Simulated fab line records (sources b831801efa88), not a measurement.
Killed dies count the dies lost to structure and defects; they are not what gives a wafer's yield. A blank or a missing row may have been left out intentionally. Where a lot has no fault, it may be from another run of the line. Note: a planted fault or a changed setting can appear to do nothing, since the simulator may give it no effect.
fab line records	flow sky130
[record] lots = 15	wafers = 45	last-day = 50
route steps=708 shown RES_PROTECT@208 PAD_OPEN@708
lots that met no fault: from a run of the same line without faults
start-h: the number of hours between the record's first day and the start of the first shown wafer of the lot	wait-h: how many hours have passed since the lot's step before this one	" identical to the entry in the row above	L1.1+2: one row covering several wafers at once	- value missing, or start not given	* or withheld: withheld	< > ~ a bound
route shown NAME@n: a module of which the file shows steps, and the number in the route of the first	usual: the fault-free wafers' mean and standard deviation	same: alike in all rows	chamber/n: place in a boat	sites: the reading at each site	_std_site: the standard deviation of these	_edge_site: mean of outer sites minus mean of inner sites	radius-mm: for every site, how far away it sits from the centre of the wafer	mask NAME#n: copy n	behind: tool/chamber where the wafer was last shaped	hold: why the lot went on hold/how many hours it stayed there/how the hold came to an end	device: which transistor (n, p or np) failed to switch	end of line: tests of these same wafers at the route's end	step lacking rows: just its recipe	killed: dies that structure and defects cost at the first sort, which is not the same as the wafer's yield	map: a wafer's dies, x killed, . not, _ none there
set.NAME: the setting the step ran with; set.NAME@STEP: the setting that earlier step ran with	model.NAME: the simulator's own value behind a step, which no gauge read
the route's steps for a sample of lots (tables are steps, rows are wafers)
services: from which hour (start-h, from the record's first day; less than 0 if before it) a tool's chamber was out of use, for how many hours, and why
[[steps]]
[step SKY_RES_PROTECT_COAT_02]
[recipe] resist = NOVOLAK	spin-rpm = 3000	resist-thk-nm = 1140
[usual] chill-plate-temp-C = 23.04/0.12	spin-speed-rpm = 3000.1/2.6
lot.wafer	tool	chamber	start-h	wait-h	chill-plate-temp-C	spin-speed-rpm
L383.1	litho-track-02	0	319.13	0.1	23.20	3000.5
L383.2	"	0	"	"	23.14	3001.7
L383.6	"	0	"	"	23.29	3002.0
L384.2	litho-track-03	0	325.73	0.1	23.08	2998.6
L384.3	"	0	"	"	23.08	2997.7
L384.6	"	0	"	"	23.22	3001.1
L386.1	litho-track-02	0	345.88	0.1	23.10	3005.0
L386.3	"	0	"	"	23.06	3000.3
L386.5	"	0	"	"	22.87	3000.6
L387.1	litho-track-01	0	352.80	0.1	23.01	3004.9
L387.5	"	0	"	"	23.12	2999.2
L387.6	"	0	"	"	22.90	2999.7
L388.2	litho-track-03	0	361.73	0.1	23.25	3004.1
L388.4	"	0	"	"	22.91	3000.6
L388.6	"	0	"	"	23.09	2996.3
L389.1	litho-track-02	0	372.58	0.1	22.93	2998.0
L389.2	"	0	"	"	23.08	2999.2
L389.4	"	0	"	"	22.91	2999.0
L390.4	litho-track-02	0	378.70	0.1	22.93	2998.3
L390.5	"	0	"	"	23.13	2999.8
L390.6	"	0	"	"	22.76	2997.7
L391.1	litho-track-01	0	385.65	0.1	22.97	3001.9
L391.2	"	0	"	"	22.97	2998.5
L391.3	"	0	"	"	23.00	2999.4
L392.1	litho-track-02	0	402.13	0.1	22.89	3001.4
L392.2	"	0	"	"	22.91	2995.0
L392.3	"	0	"	"	22.92	2994.4
L393.1	litho-track-02	0	407.23	0.1	23.23	2999.4
L393.2	"	0	"	"	22.99	2999.6
L393.5	"	0	"	"	23.21	3002.3
L394.1	litho-track-01	0	419.35	0.1	23.13	2999.4
L394.2	"	0	"	"	23.08	2999.2
L394.4	"	0	"	"	23.03	2999.1
L401.2	litho-track-01	0	513.62	0.1	22.85	2904.8
L401.3	"	0	"	"	22.91	2914.2
L401.5	"	0	"	"	22.96	2913.6
L400.1	litho-track-01	0	515.30	0.1	22.97	2909.1
L400.3	"	0	"	"	23.13	2915.6
L400.4	"	0	"	"	23.00	2915.2
L403.1	litho-track-01	0	516.90	0.1	23.21	2913.6
L403.2	"	0	"	"	22.99	2915.4
L403.6	"	0	"	"	23.08	2909.2
L402.1	litho-track-02	0	517.03	0.1	23.07	2998.6
L402.2	"	0	"	"	23.02	3000.6
L402.4	"	0	"	"	22.97	3001.3
[step SKY_RES_PROTECT_STRIP_07]
[recipe] chemistry = O2/N2	power-w = 1400	pressure-mtorr = 1500	platen-temp-c = withheld	o2-flow-sccm = 3000	n2-flow-sccm = 300	overash-fraction = 0.5
[usual] drypump-motor-current-A = 5.5/0.31	o2-flow-sccm = 3000/9.3	oes-product-au = 0.518/0.0047	strip-time-to-endpoint-s = 23.30/0.037
lot.wafer	tool	chamber	start-h	wait-h	drypump-motor-current-A	o2-flow-sccm	oes-product-au	rf-hours-counter-h	strip-time-to-endpoint-s
L383.1	plasma-asher-03	1	333.30	0.1	5.2	3005	0.521	64	23.32
L383.2	"	0	"	"	5.7	2994	0.525	64	23.34
L383.6	"	1	"	"	5.2	3009	0.529	-	23.35
L384.2	plasma-asher-02	0	339.10	0.1	5.4	3007	0.512	22	23.21
L384.3	"	0	"	"	5.4	3012	0.517	-	23.24
L384.6	"	0	"	"	5.4	2995	0.523	-	23.28
L386.1	plasma-asher-03	1	359.80	0.1	5.2	2991	0.522	67	23.29
L386.3	"	0	"	"	5.7	3008	0.526	-	23.25
L386.5	"	1	"	"	5.2	2985	0.519	-	23.26
L387.1	plasma-asher-02	0	367.20	0.1	5.4	2989	0.519	26	23.34
L387.5	"	0	"	"	5.4	2993	0.523	-	23.27
L387.6	"	1	"	"	5.2	3015	0.514	-	23.33
L388.2	plasma-asher-03	1	376.25	0.1	5.2	2997	0.520	69	23.35
L388.4	"	0	"	"	5.7	3001	0.521	-	23.33
L388.6	"	1	"	"	5.1	2998	0.523	-	23.34
L389.1	plasma-asher-03	1	387.60	0.1	5.2	3004	0.511	71	23.27
L389.2	"	0	"	"	5.7	2985	0.523	71	23.36
L389.4	"	1	"	"	5.2	3002	0.513	-	23.31
L390.4	plasma-asher-03	1	392.96	0.1	5.2	3004	0.524	-	23.27
L390.5	"	1	"	"	5.2	2995	0.519	-	23.31
L390.6	"	0	"	"	5.7	2990	0.521	-	23.28
L391.1	plasma-asher-04	0	400.25	0.1	5.8	3007	0.512	64	23.31
L391.2	"	1	"	"	6.1	3015	0.521	64	23.31
L391.3	"	0	"	"	5.8	3012	0.523	-	23.31
L392.1	plasma-asher-03	1	415.73	0.1	5.2	2984	0.512	75	23.33
L392.2	"	0	"	"	5.6	2997	0.514	75	23.29
L392.3	"	0	"	"	5.6	2978	0.517	-	23.29
L393.1	plasma-asher-02	0	420.45	0.1	5.4	3002	0.513	30	23.26
L393.2	"	1	"	"	5.2	2989	0.513	30	23.29
L393.5	"	0	"	"	5.4	3010	0.526	-	23.28
L394.1	plasma-asher-03	1	432.35	0.1	5.2	2989	0.512	76	23.25
L394.2	"	0	"	"	5.7	3002	0.510	76	23.27
L394.4	"	0	"	"	5.7	3013	0.522	-	23.24
L401.2	plasma-asher-03	1	529.28	0.1	5.2	2996	0.514	85	23.48
L401.3	"	0	"	"	5.7	2997	0.514	-	23.53
L401.5	"	0	"	"	5.7	3007	0.519	-	23.52
L400.1	plasma-asher-03	1	530.85	0.1	5.2	3004	0.517	85	23.53
L400.3	"	1	"	"	5.2	3000	0.516	-	23.51
L400.4	"	0	"	"	5.7	3001	0.515	-	23.50
L403.1	plasma-asher-02	1	532.20	0.1	5.2	3005	0.528	42	23.50
L403.2	"	0	"	"	5.4	2982	0.520	42	23.41
L403.6	"	0	"	"	5.4	3003	0.519	-	23.49
L402.1	plasma-asher-03	1	532.43	0.1	5.2	3002	0.519	85	23.34
L402.2	"	0	"	"	5.6	3005	0.513	85	23.37
L402.4	"	1	"	"	5.2	3005	0.516	-	23.36
[step SKY_PAD_OPEN_PROBE_99]
[usual] killed_at_M0_to_M3 = 44/7.1	killed_at_M4_up = 3.1/1.8	killed-at-contacts = 24/5.3	killed-at-front-end = 15/4.5	killed-at-other = 0.2/0.42	killed-dies = 86/9.6	killed-on-rim = 17/4	killed-open = 46/6.9	killed-short = 40/6.4
[same] gross-dies = 492	killed-at-back-side = 0
lot.wafer	tool	chamber	start-h	wait-h	killed_at_M0_to_M3	killed_at_M4_up	killed-at-contacts	killed-at-front-end	killed-at-other	killed-dies	killed-on-rim	killed-open	killed-short
L383.1	prober-01	-	1067.12	0.1	45	1	27	15	0	88	11	44	44
L383.2	prober-01	-	1067.17	0.1	37	3	17	14	0	71	18	30	41
L383.6	prober-01	-	1067.37	0.2	37	2	23	16	1	79	18	54	25
L384.2	prober-02	-	1072.47	0.1	37	1	23	22	0	83	19	40	43
L384.3	prober-02	-	1072.52	0.2	52	2	19	13	0	86	15	53	33
L384.6	prober-02	-	1072.67	0.2	44	3	29	14	0	90	15	52	38
L389.1	prober-01	-	1130.51	0.1	34	8	31	13	0	86	17	45	41
L389.2	prober-01	-	1130.56	0.1	59	6	18	14	0	97	17	51	46
L389.4	prober-01	-	1130.66	0.2	37	6	29	18	1	91	14	43	48
L392.1	prober-01	-	1137.15	0.1	49	2	26	19	0	96	22	53	43
L392.2	prober-01	-	1137.20	0.1	55	3	28	22	1	109	15	56	53
L392.3	prober-01	-	1137.25	0.2	49	4	17	16	0	86	18	51	35
L401.2	prober-02	-	1191.09	0.1	37	4	17	18	0	76	14	47	29
L401.3	prober-02	-	1191.14	0.2	50	4	22	10	0	86	13	49	37
L401.5	prober-02	-	1191.24	0.2	36	3	24	13	0	76	13	33	43
L400.1	prober-01	-	1194.30	0.1	60	2	17	13	0	92	21	47	45
L400.3	prober-01	-	1194.40	0.2	44	2	22	23	0	91	15	52	39
L400.4	prober-01	-	1194.45	0.2	44	2	19	20	0	85	16	45	40
L403.1	prober-02	-	1195.02	0.1	39	7	29	20	0	95	20	53	42
L403.2	prober-02	-	1195.07	0.1	42	6	24	14	1	87	17	52	35
L403.6	prober-02	-	1195.27	0.2	39	2	29	13	0	83	16	40	43
L402.1	prober-01	-	1198.33	0.1	56	1	25	11	0	93	21	53	40
L402.2	prober-01	-	1198.38	0.1	37	2	22	10	0	71	13	45	26
L402.4	prober-01	-	1198.48	0.2	36	2	24	17	0	79	19	38	41
// killed by level:class
L383.1 CONTACT:geometric-particle:open=12 VIA1:geometric-particle:short=9 METAL1:geometric-particle:short=7 LI_CONTACT:geometric-particle:open=6 CONTACT:geometric-particle:short=6 VIA1:geometric-particle:open=6 METAL2:geometric-particle:short=6 FIELD_ISO:geometric-particle:open=5
L383.2 CONTACT:geometric-particle:open=7 VIA2:geometric-particle:short=7 VIA1:geometric-particle:open=6 CONTACT:geometric-particle:short=5 METAL3:geometric-particle:short=5 FIELD_ISO:geometric-particle:open=4 METAL2:geometric-particle:short=4 VIA3:geometric-particle:open=4
L383.6 LI_CONTACT:geometric-particle:open=10 FIELD_ISO:geometric-particle:open=8 CONTACT:geometric-particle:open=7 VIA1:geometric-particle:open=7 VIA2:geometric-particle:open=7 METAL2:geometric-particle:short=5 VIA3:geometric-particle:open=5 POLY_GATE:geometric-particle:open=4
L384.2 VIA1:geometric-particle:open=10 LI_CONTACT:geometric-particle:open=8 VIA2:geometric-particle:open=7 POLY_GATE:geometric-particle:short=6 LOCAL_INTERCONNECT:geometric-particle:short=6 FIELD_ISO:geometric-particle:short=5 FIELD_ISO:geometric-particle:open=4 CONTACT:geometric-particle:short=4
L384.3 VIA1:geometric-particle:open=15 VIA3:geometric-particle:open=10 FIELD_ISO:geometric-particle:short=7 LI_CONTACT:geometric-particle:open=7 CONTACT:geometric-particle:open=7 VIA2:geometric-particle:open=7 METAL1:geometric-particle:short=6 VIA1:geometric-particle:short=4
L384.6 VIA1:geometric-particle:open=11 LI_CONTACT:geometric-particle:open=10 CONTACT:geometric-particle:open=7 METAL1:geometric-particle:short=6 VIA3:geometric-particle:open=6 CONTACT:geometric-particle:short=5 VIA1:geometric-particle:short=5 VIA2:geometric-particle:open=5
L389.1 CONTACT:geometric-particle:open=11 LI_CONTACT:geometric-particle:open=7 METAL4:geometric-particle:short=7 LOCAL_INTERCONNECT:geometric-particle:short=6 VIA1:geometric-particle:open=6 METAL1:geometric-particle:short=5 VIA3:geometric-particle:open=5 POLY_GATE:geometric-particle:open=4
L389.2 VIA1:geometric-particle:open=12 CONTACT:geometric-particle:open=11 METAL2:geometric-particle:short=9 VIA3:geometric-particle:open=9 VIA2:geometric-particle:open=8 FIELD_ISO:geometric-particle:short=6 VIA1:geometric-particle:short=6 METAL1:geometric-particle:short=5
L389.4 CONTACT:geometric-particle:open=12 VIA1:geometric-particle:open=10 VIA1:geometric-particle:short=8 POLY_GATE:geometric-particle:short=7 LI_CONTACT:geometric-particle:open=5 METAL2:geometric-particle:short=5 FIELD_ISO:geometric-particle:short=4 LI_CONTACT:geometric-particle:short=4
L392.1 METAL1:geometric-particle:short=11 LI_CONTACT:geometric-particle:open=10 VIA1:geometric-particle:open=9 VIA3:geometric-particle:open=8 CONTACT:geometric-particle:open=5 VIA2:geometric-particle:open=5 FIELD_ISO:geometric-particle:open=4 POLY_GATE:geometric-particle:short=4
L392.2 VIA1:geometric-particle:open=15 CONTACT:geometric-particle:open=10 POLY_GATE:geometric-particle:short=8 METAL2:geometric-particle:short=7 VIA3:geometric-particle:open=7 METAL1:geometric-particle:short=7 LOCAL_INTERCONNECT:geometric-particle:short=6 VIA2:geometric-particle:open=6
L392.3 VIA3:geometric-particle:open=13 VIA2:geometric-particle:open=10 VIA1:geometric-particle:open=9 LI_CONTACT:geometric-particle:open=7 FIELD_ISO:geometric-particle:short=6 CONTACT:geometric-particle:open=5 METAL2:geometric-particle:short=4 POLY_GATE:geometric-particle:open=3
L401.2 CONTACT:geometric-particle:open=9 VIA1:geometric-particle:open=6 POLY_GATE:geometric-particle:open=5 METAL1:geometric-particle:open=5 METAL2:geometric-particle:short=5 VIA3:geometric-particle:open=5 FIELD_ISO:geometric-particle:open=4 LI_CONTACT:geometric-particle:open=4
L401.3 LI_CONTACT:geometric-particle:open=9 VIA2:geometric-particle:open=8 VIA1:geometric-particle:open=7 VIA1:geometric-particle:short=7 CONTACT:geometric-particle:open=6 VIA3:geometric-particle:open=6 VIA2:geometric-particle:short=5 LOCAL_INTERCONNECT:geometric-particle:short=4
L401.5 LI_CONTACT:geometric-particle:open=7 METAL1:geometric-particle:short=7 VIA1:geometric-particle:short=7 VIA3:geometric-particle:open=5 FIELD_ISO:geometric-particle:short=4 FIELD_ISO:geometric-particle:open=4 LI_CONTACT:geometric-particle:short=4 LOCAL_INTERCONNECT:geometric-particle:short=4
L400.1 VIA1:geometric-particle:open=17 METAL2:geometric-particle:short=8 VIA2:geometric-particle:open=8 CONTACT:geometric-particle:open=7 METAL1:geometric-particle:short=7 VIA1:geometric-particle:short=5 FIELD_ISO:geometric-particle:short=4 LOCAL_INTERCONNECT:geometric-particle:short=4
L400.3 VIA1:geometric-particle:open=9 VIA3:geometric-particle:open=8 VIA2:geometric-particle:open=7 LI_CONTACT:geometric-particle:open=6 CONTACT:geometric-particle:open=6 FIELD_ISO:geometric-particle:short=5 POLY_GATE:geometric-particle:open=5 POLY_GATE:geometric-particle:short=5
L400.4 VIA1:geometric-particle:open=13 CONTACT:geometric-particle:open=7 FIELD_ISO:geometric-particle:short=6 METAL1:geometric-particle:short=6 CONTACT:geometric-particle:short=5 VIA1:geometric-particle:short=5 VIA2:geometric-particle:open=5 POLY_GATE:geometric-particle:open=4
L403.1 CONTACT:geometric-particle:open=10 FIELD_ISO:geometric-particle:open=8 VIA3:geometric-particle:open=8 METAL1:geometric-particle:short=7 VIA1:geometric-particle:open=7 LI_CONTACT:geometric-particle:open=6 METAL4:geometric-particle:short=6 FIELD_ISO:geometric-particle:short=5
L403.2 LI_CONTACT:geometric-particle:open=9 VIA1:geometric-particle:open=9 CONTACT:geometric-particle:open=8 METAL1:geometric-particle:short=7 VIA2:geometric-particle:open=6 METAL2:geometric-particle:short=5 VIA2:geometric-particle:short=5 VIA3:geometric-particle:open=5
L403.6 CONTACT:geometric-particle:open=10 LI_CONTACT:geometric-particle:open=9 VIA1:geometric-particle:open=7 METAL2:geometric-particle:short=7 METAL1:geometric-particle:short=6 POLY_GATE:geometric-particle:short=5 VIA2:geometric-particle:open=5 LI_CONTACT:geometric-particle:short=4
L402.1 VIA1:geometric-particle:open=13 VIA1:geometric-particle:short=9 LI_CONTACT:geometric-particle:open=8 VIA3:geometric-particle:open=8 VIA2:geometric-particle:open=7 CONTACT:geometric-particle:open=6 METAL1:geometric-particle:short=5 VIA3:geometric-particle:short=5
L402.2 VIA1:geometric-particle:open=15 LI_CONTACT:geometric-particle:open=9 CONTACT:geometric-particle:open=6 FIELD_ISO:geometric-particle:short=5 VIA3:geometric-particle:open=5 METAL1:geometric-particle:short=5 LOCAL_INTERCONNECT:geometric-particle:short=4 VIA1:geometric-particle:short=3
L402.4 CONTACT:geometric-particle:open=10 FIELD_ISO:geometric-particle:short=6 VIA3:geometric-particle:open=6 LI_CONTACT:geometric-particle:open=5 METAL1:geometric-particle:short=5 METAL2:geometric-particle:short=5 VIA2:geometric-particle:short=5 POLY_GATE:geometric-particle:open=4
[[services]]
tool	chamber	start-h	hours	kind
plasma-asher-04	-	325.26	74.4	repair
plasma-asher-02	-	325.84	1.5	repair
plasma-asher-03	-	336.85	2.8	pm
plasma-asher-03	-	361.41	4.1	repair
plasma-asher-02	-	380.65	15.6	pm
plasma-asher-03	-	416.79	6.5	repair
plasma-asher-04	-	421.34	9.0	pm
plasma-asher-04	0	421.34	9.0	vent-cycle
plasma-asher-04	1	421.34	9.0	vent-cycle
plasma-asher-04	0	430.34	-	clean
plasma-asher-04	1	430.34	-	clean
plasma-asher-04	-	492.16	4.3	pm
plasma-asher-04	-	501.67	2.8	pm
plasma-asher-02	-	514.17	1.6	repair
[[key]]
[first-sign] step = SKY_RES_PROTECT_COAT_02	reading = spin-speed-rpm	direction = down	sigmas = 34	usual = 3000.1	struck = 2912.3
[effect] step = SKY_RES_PROTECT_STRIP_07	reading = strip-time-to-endpoint-s	direction = up	sigmas = 5.3	usual = *	struck = *
met-at SKY_RES_PROTECT_COAT_02
struck-lots L400,L401,L403
tester-left-out L400,L401,L403
onset-between 419.35 513.62
[fault] kind = process-parameter-drift	tool = litho-track-01	chamber = -	onset-h = 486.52	steps = SKY_RES_PROTECT_COAT_02	channel = spin-rpm	offset = -89.606	shape = step	end-h = 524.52	acts-in = these-recipes-only	stated = 3000
// tester-left-out: of these lots the tester's yield and bins aren't shown, on N5 and GAA mostly nor the transistor test; their killed dies are dies lost to structure and defects alone, not to doping, threshold or leakage, so they don't give the yield
